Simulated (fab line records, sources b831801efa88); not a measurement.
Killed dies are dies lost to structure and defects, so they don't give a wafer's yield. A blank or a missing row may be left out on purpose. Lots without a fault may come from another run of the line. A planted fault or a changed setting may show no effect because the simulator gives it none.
Which tool did it? | flow sky130 | 11 lots, 31 wafers sampled, at 1 step of a route of 708

WHAT THE GAUGES READ, wafer by wafer
SKY_FIELD_ISO_THK_MEAS_23.
lot  | measured    | on            | FIELD_ISO_OXIDATION_01_THK (nm)
L539 | day 3 02:22 | film_metro-04 | 10.05 10.07
L541 | day 3 08:14 | film_metro-02 | 10.10 10.05 9.81
L542 | day 3 13:28 | film_metro-04 | 9.82 9.87 9.70
L543 | day 3 21:36 | film_metro-01 | 9.89 9.96
L550 | day 5 06:50 | film_metro-01 | 10.07 10.17 10.09
L551 | day 5 12:52 | film_metro-04 | 9.77 9.86 9.80
L554 | day 6 04:52 | film_metro-01 | 9.55 9.54 9.70
L555 | day 6 09:49 | film_metro-02 | 9.90 10.08 9.96
L556 | day 6 15:22 | film_metro-02 | 9.77 9.88 10.06
L558 | day 7 01:58 | film_metro-01 | 10.08 9.87 9.97
L559 | day 7 06:39 | film_metro-01 | 9.97 9.97 10.04

WHICH TOOL RAN EACH LOT (tool, then ch and the chambers of the sampled wafers, then the start)
The record holds no process step before these readings.

THE ANSWER, worked out from the rows above alone
Rule: what is usual is taken from the lots themselves. Put in order of their means at a reading, lots are off if they are a third of the lots or fewer, leave a main group of 4 or more, and stand apart from it by a gap of 3 or more times the standard deviation of the main group's means; of several such gaps the widest counts. A main group whose means are all the same, to the digits that the tables above print for the reading, isn't used. A lot without any number at a reading at which 4 lots or more have one is off too. The other lots that the step has rows for count as sound.
No lot is off at any reading shown: from this, nothing can be told.

WHAT THE SIMULATOR HAD PUT IN
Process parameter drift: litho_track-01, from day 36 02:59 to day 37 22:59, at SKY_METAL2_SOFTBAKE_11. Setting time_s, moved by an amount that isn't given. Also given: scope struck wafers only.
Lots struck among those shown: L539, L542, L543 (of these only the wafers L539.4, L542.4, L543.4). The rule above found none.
